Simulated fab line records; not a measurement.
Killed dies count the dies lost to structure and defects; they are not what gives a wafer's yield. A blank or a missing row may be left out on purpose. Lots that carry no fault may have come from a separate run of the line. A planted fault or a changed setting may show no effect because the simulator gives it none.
Which of the tools did it? + flow sky130 + 6 lots with 18 wafers sampled at 3 steps, on a route of 708 steps

WHAT EACH GAUGE READ, for each wafer
SKY_VT_ADJUST_HVTP_OVL_MEAS_08.
| lot  | measured     | on         | VT_ADJUST_HVTP_OVL (nm) |
|------|--------------|------------|-------------------------|
| L813 | day 6 01:42  | overlay-02 | -1.8 -0.4 -0.8          |
| L817 | day 7 06:40  | overlay-01 | 233.6 232.5 234.5       |
| L820 | day 8 01:25  | overlay-02 | 234.3 233.9 233.4       |
| L824 | day 9 11:43  | overlay-01 | -0.5 -0.8 -1.9          |
| L831 | day 11 02:39 | overlay-01 | 1.5 0.1 1.5             |
| L834 | day 12 00:12 | overlay-02 | 0.5 -0.5 -0.3           |

WHAT TOOL EACH LOT RAN ON (gives the tool, then ch and the chambers of the sampled wafers, and finally the start)
| lot  | SKY_FIELD_ISO_ETCH_17          | SKY_VT_ADJUST_HVTP_EXPOSE_04       |
|------|--------------------------------|------------------------------------|
| L813 | rieSi-01 ch 1,2,3, day 2 09:23 | ilineStepper-01 ch 0, day 5 16:48  |
| L817 | rieSi-01 ch 1,2, day 3 07:17   | ilineStepper-02 ch 0, day 6 20:47  |
| L820 | rieSi-02 ch 0,1,3, day 3 20:32 | ilineStepper-02 ch 0, day 7 14:45  |
| L824 | rieSi-02 ch 2,3, day 4 20:20   | ilineStepper-01 ch 0, day 8 23:41  |
| L831 | rieSi-01 ch 0,1,2, day 6 07:44 | ilineStepper-01 ch 0, day 10 15:39 |
| L834 | rieSi-02 ch 1,2,3, day 6 23:39 | ilineStepper-01 ch 0, day 11 12:40 |
- SKY_FIELD_ISO_ETCH_17: etches Si in HBr/Cl2/O2, target depth 342 nm, time 97.7 s.
- SKY_VT_ADJUST_HVTP_EXPOSE_04: exposes mask HVTPM, target cd 380 nm.

THE ANSWER, worked out from the rows above alone
Rule: usual is defined by the lots themselves. Put in order of their means at a reading, lots are off if they are a third of the lots or fewer, leave a main group of 4 or more, and stand apart from it by a gap of 3 or more times the standard deviation of the main group's means; of several such gaps the widest counts. If all means in a main group match to the digits the tables above print for the reading, that group is not used. A lot without any number at a reading at which 4 lots or more have one is off too. Where the step has rows for the other lots, those lots are counted as sound.
Off: at SKY_VT_ADJUST_HVTP_OVL_MEAS_08 (VT_ADJUST_HVTP_OVL), L817, L820. For the main group the mean is -0.3 nm and the standard deviation 0.85.
A tool fits if, at a process step before that reading, it ran every lot that is off, and no sound lot after the first of them. The gauges at SKY_VT_ADJUST_HVTP_OVL_MEAS_08 are tried like those tools. One fits: ilineStepper-02 at SKY_VT_ADJUST_HVTP_EXPOSE_04. It ran no sound lot before its first lot that is off in this sample, so the start can't be narrowed down.

WHAT THE SIMULATOR PUT IN
Scanner matching overlay: ilineStepper-02, from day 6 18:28 on, at SKY_VT_ADJUST_HVTP_EXPOSE_04. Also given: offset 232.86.
Shown lots that were struck: L817, L820. This agrees with what the rule above found.
